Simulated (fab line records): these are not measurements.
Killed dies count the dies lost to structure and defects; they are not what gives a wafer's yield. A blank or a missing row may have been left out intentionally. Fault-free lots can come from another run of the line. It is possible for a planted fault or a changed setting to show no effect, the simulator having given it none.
Comparing a struck lot with a sound one | flow sfq-line | 42 out of 325 route steps
Sound: these wafers, L802.2, L802.4, L802.6. Struck: wafer L810.2 (left out: L810.4, a lot-mate that was not struck); the cause follows at the end.
For every step that has rows: the tool of each side, followed by ch and its chambers, followed by its first start. Under that, the readings that differ: sound wafers | struck wafers | difference of the means | sigmas: that difference in standard deviations of wafers without a fault.
alike: a reading whose means differ by less than 2 such deviations, as well as words and numbers matching on both sides. not compared: withheld readings; readings where some wafer has no value; bounds like >300 that might hide an equal value; numbers whose values overlap and for which the record gives no deviation.
The two part at a step that has a row with sigmas, a row that says differs or no value, or rows on one side only. Numbers that don't overlap but have no deviation are shown without sigmas and don't part them. A reading that every wafer of one side lacks parts them only if that side has two wafers or more.

first, 6 steps without rows for these wafers: SFQ_TRILAYER_I0_VIA_LITHO_COAT_036 (resist thk 62 nm); SFQ_TRILAYER_I0_VIA_LITHO_COAT_031 (resist thk 650 nm); SFQ_TRILAYER_I0_VIA_LITHO_SOFTBAKE_035; SFQ_TRILAYER_I0_VIA_LITHO_EXPOSE_032 (exposes mask I0, target cd 500 nm); SFQ_TRILAYER_I0_VIA_LITHO_PEB_034 (peb time 60 s); SFQ_TRILAYER_I0_VIA_LITHO_DEVELOP_033 (time 60 s).
SFQ_I0_OVL_MEAS_908:
  sound on overlay-01, day 20 15:10; struck on overlay-01, day 24 12:49
  alike: I0_OVL
SFQ_TRILAYER_I0_VIA_BARC_OPEN_VIA_ETCH_046: etches BARC in O2, target depth 125 nm, time 41.7 s.
  sound on rie-diel-04 ch 0,1,3, day 20 15:12; struck on rie-diel-04 ch 1, day 24 12:51
  alike: drypump-motor-current-A, oes-product-au
  not compared: rf-hours-counter-h
SFQ_TRILAYER_I0_VIA_ETCH_VIA_ETCH_034: etches SiO2 in CHF3, stops on Nb, target depth 260 nm.
  sound on rie-diel-04 ch 0,1,3, day 20 15:14; struck on rie-diel-04 ch 1, day 24 12:53
  alike: drypump-motor-current-A, oes-product-au
then, 3 steps without rows for these wafers: SFQ_TRILAYER_I0_VIA_STRIP_STRIP_035 (strips in O2); SFQ_TRILAYER_I0_VIA_STRIP_SOLV_CLEAN_036 (cleans in NMP, time 600 s); SFQ_TRILAYER_M1_DEP_PRE_CLEAN_038 (time 22.5 s).
SFQ_TRILAYER_M1_DEP_SPUTTER_037: material Nb, target thk 200 nm, time 133.3 s.
  sound on pvd-sputter-04, day 20 16:10; struck on pvd-sputter-03, day 24 13:49
  reading                                             | sound             | struck | difference | sigmas
  model.Nb_of_TRILAYER_M1_DEP_SPUTTER_037.thk-nm (nm) | 196.1 197.7 197.3 | 121.7  | -75.3      |
  alike: base-pressure-pa, throttle-valve-pct
SFQ_M1_RS_MEAS_909: measurement is done with a four-point probe.
  sound on film-metro-04, day 20 16:16; struck on film-metro-02, day 24 13:55
  reading           | sound             | struck | difference | sigmas
  M1_NB_RS (ohm/sq) | 0.906 0.899 0.902 | 1.472  | +0.570     | +57
then, 6 steps without rows for these wafers: SFQ_TRILAYER_M1_LITHO_COAT_044 (resist thk 62 nm); SFQ_TRILAYER_M1_LITHO_COAT_039 (resist thk 600 nm); SFQ_TRILAYER_M1_LITHO_SOFTBAKE_043; SFQ_TRILAYER_M1_LITHO_EXPOSE_040 (exposes mask M1, target cd 500 nm); SFQ_TRILAYER_M1_LITHO_PEB_042 (peb time 60 s); SFQ_TRILAYER_M1_LITHO_DEVELOP_041 (time 60 s).
-- the record jumps here: 7 days lie between the struck wafers' starts before and after --
SFQ_M1_OVL_MEAS_911:
  sound on overlay-01, day 27 06:19; struck on overlay-02, day 31 02:11
  alike: M1_OVL
SFQ_TRILAYER_M1_BARC_OPEN_METAL_ETCH_054: etches BARC in O2, target depth 125 nm, time 41.7 s.
  sound on rie-metal-01 ch 1, day 27 06:31; struck on rie-metal-03 ch 0, day 31 02:13
  reading                | sound | struck | difference                   | sigmas
  rf-hours-counter-h (h) | - - - | 74     | no value on the sound wafers |
  alike: drypump-motor-current-A, oes-product-au
SFQ_TRILAYER_M1_ETCH_METAL_ETCH_042: etches Nb in Cl2/Ar, stops on SiO2, target depth 240 nm, time 120 s.
  sound on rie-metal-01 ch 1, day 27 06:40; struck on rie-metal-03 ch 0, day 31 02:17
  reading                | sound             | struck | difference                   | sigmas
  oes-product-au (a.u.)  | 0.885 0.884 0.886 | 0.690  | -0.195                       | -27
  rf-hours-counter-h (h) | - - -             | 74     | no value on the sound wafers |
  alike: drypump-motor-current-A
then, 3 steps without rows for these wafers: SFQ_TRILAYER_M1_STRIP_STRIP_043 (strips in O2); SFQ_TRILAYER_M1_STRIP_SOLV_CLEAN_044 (cleans in NMP, time 600 s); SFQ_TRILAYER_I1_DEP_PECVD_045 (deposits SiO2 from SiH4/N2O, time 111.11 s, target thk 500 nm).
SFQ_TRILAYER_I1_CMP_CMP_046: polishes SiO2.
  sound on cmp-02 ch 0,1,2, day 27 09:19; struck on cmp-02 ch 3, day 31 03:54
  alike: motor-current-A, time-to-endpoint-s
SFQ_I1_BOW_MEAS_912:
  sound on film-metro-01, day 27 11:20; struck on film-metro-03, day 31 06:55
  alike: I1_BOW
then, 7 steps without rows for these wafers: SFQ_TRILAYER_I1_METRO_MEASURE_047; SFQ_TRILAYER_I1_VIA_LITHO_COAT_054 (resist thk 62 nm); SFQ_TRILAYER_I1_VIA_LITHO_COAT_049 (resist thk 650 nm); SFQ_TRILAYER_I1_VIA_LITHO_SOFTBAKE_053; SFQ_TRILAYER_I1_VIA_LITHO_EXPOSE_050 (exposes mask I1, target cd 500 nm); SFQ_TRILAYER_I1_VIA_LITHO_PEB_052 (peb time 60 s); SFQ_TRILAYER_I1_VIA_LITHO_DEVELOP_051 (time 60 s).
SFQ_I1_OVL_MEAS_913:
  sound on overlay-02, day 27 15:07; struck on overlay-02, day 31 10:28
  alike: I1_OVL
then, 1 step without rows for these wafers: SFQ_TRILAYER_I1_VIA_BARC_OPEN_VIA_ETCH_071 (etches BARC in O2, target depth 125 nm, time 41.7 s).
SFQ_TRILAYER_I1_VIA_ETCH_VIA_ETCH_052: etches SiO2 in CHF3, stops on Nb, target depth 260 nm.
  sound on rie-diel-03 ch 0,2, day 27 15:11; struck on rie-diel-02 ch 1, day 31 10:32
  reading                     | sound       | struck | difference | sigmas
  drypump-motor-current-A (A) | 5.6 5.7 5.7 | 4.9    | -0.8       | -2
  alike: oes-product-au
then, 3 steps without rows for these wafers: SFQ_TRILAYER_I1_VIA_STRIP_STRIP_053 (strips in O2); SFQ_TRILAYER_I1_VIA_STRIP_SOLV_CLEAN_054 (cleans in NMP, time 600 s); SFQ_TRILAYER_M2_DEP_PRE_CLEAN_056 (time 22.5 s).
-- the record jumps here: 60 days lie between the struck wafers' starts before and after --
SFQ_M8_BOW_MEAS_951:
  sound on film-metro-04, day 81 06:31; struck on film-metro-02, day 91 08:34
  reading                 | sound                | struck | difference | sigmas
  model.etest.m1.ohm-um   | 1.808 1.799 1.797    | 2.912  | +1.111     |
  model.etest.i0.link-ohm | 2.003 1.993 1.99     | 2.66   | +0.66      |
  model.etest.i1.link-ohm | 2 1.99 1.993         | 2.524  | +0.530     |
  model.etest.m1.ohm-sq   | 0.9075 0.9001 0.9021 | 1.462  | +0.559     |
  alike: M8_BOW

## WHERE THEY PART
At SFQ_M1_RS_MEAS_909 first; at SFQ_TRILAYER_I1_VIA_ETCH_VIA_ETCH_052 last (within this record only). Later steps at which nothing parts them and some readings are alike: SFQ_M8_BOW_MEAS_951.

WHY: the cause the simulator had injected
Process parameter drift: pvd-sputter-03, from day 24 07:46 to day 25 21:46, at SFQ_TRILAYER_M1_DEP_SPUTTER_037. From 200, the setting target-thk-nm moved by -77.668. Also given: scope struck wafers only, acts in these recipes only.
